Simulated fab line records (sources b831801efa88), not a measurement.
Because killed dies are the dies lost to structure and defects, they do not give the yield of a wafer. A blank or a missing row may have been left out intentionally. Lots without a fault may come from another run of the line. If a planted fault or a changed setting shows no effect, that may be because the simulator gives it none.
Struck lot and sound lot, side by side | flow gf180mcu | 14 out of 602 route steps
Sound: wafers L574.1, L574.2, L574.6. Struck: wafers L568.2, L568.5, L568.6. Last of all comes the cause.
At each step with rows: each side's tool, then ch and its chambers, then its first start. Under that, the readings that differ: sound wafers | struck wafers | difference of the means | sigmas: that difference in standard deviations of wafers without a fault.
alike: words and numbers the same on both sides, and readings whose means are apart by under 2 such deviations; not compared: readings that were withheld, readings missing a value for some wafer, numbers with overlapping values and no deviation given by the record, and bounds like >300 which may hide the same value.
The two part at a step that has a row with sigmas, a row that says differs or no value, or rows on one side only. Numbers that have no deviation but don't overlap get no sigmas and don't part them. Lack of a reading on every wafer of one side parts them only where that side has two or more wafers.

GF_CONTACT_THK_MEAS_01:
  sound on filmMetro-04 at day 21 01:17; struck on filmMetro-03 at day 19 00:07
  alike: CONTACT_CVD_00_THK
GF_CONTACT_CVD_02: deposits SiO2 from TEOS, target thk 860 nm, time 95.992 s.
  sound on pecvd-02 ch 0,2, day 21 01:20; struck on pecvd-02 ch 0,2, day 19 00:10
  alike: heaterPowerW
GF_CONTACT_THK_MEAS_03:
  sound on filmMetro-03 at day 21 01:25; struck on filmMetro-04 at day 19 00:14
  alike: CONTACT_CVD_02_THK
GF_CONTACT_CMP_04: polishes SiO2.
  sound on cmp-02 ch 0,1,3, day 21 01:34; struck on cmp-01 ch 0,2,3, day 19 00:23
  alike: edgeZonePressureFrac, headPressurePsi, motorCurrentA, timeToEndpointS
GF_CONTACT_BOW_MEAS_05:
  sound on filmMetro-02 at day 21 01:46; struck on filmMetro-03 at day 19 00:37
  alike: CONTACT_BOW
then, 6 steps without rows for these wafers: GF_CONTACT_DEHYDRATE_06 (time 60 s); GF_CONTACT_HMDS_07 (prime time 60 s); GF_CONTACT_COAT_08; GF_CONTACT_COAT_09 (resist thk 1000 nm); GF_CONTACT_SOFTBAKE_10 (time 60 s); GF_CONTACT_EXPOSE_11 (exposes mask Contact, target cd 220 nm).
GF_CONTACT_PEB_12: peb time 94.08 s.
  sound on lithoTrack-03 ch 0; struck on lithoTrack-03 ch 0
reading                 | sound               | struck               | difference | sigmas
plateSensorTCentreC (C) | 136.12 136.13 136.1 | 136.14 136.16 136.13 | +0.03      | +3
  alike: plateSensorTEdgeC
GF_CONTACT_DEVELOP_13: develop time 60 s.
  struck on lithoTrack-03, day 20 00:58; sound on lithoTrack-03 ch 0, day 22 02:14
  no value came back on the struck wafers for chillPlateTempC (C), developTimeS (s); on the sound wafers chillPlateTempC (C) reads 23.01 22.98 22.93
reading                                 | sound             | struck            | difference | sigmas
model.KrF_of_CONTACT_COAT_09.thkNm (nm) | 986.6 987.7 987.6 | 997.8 995.7 995.3 | +9.0       | 
GF_CONTACT_CD_MEAS_14: the cd target is 220 nm.
  sound on cdSem-02 at day 22 02:23; struck on cdSem-02 at day 20 01:07
reading   | sound             | struck | difference                    | sigmas
cdNm (nm) | 220.9 220.5 221.1 | - - -  | no value on the struck wafers | 

== WHERE THEY PART ==
First at GF_CONTACT_PEB_12; last, within this record, at GF_CONTACT_CD_MEAS_14.

WHY: what had been put in by the simulator
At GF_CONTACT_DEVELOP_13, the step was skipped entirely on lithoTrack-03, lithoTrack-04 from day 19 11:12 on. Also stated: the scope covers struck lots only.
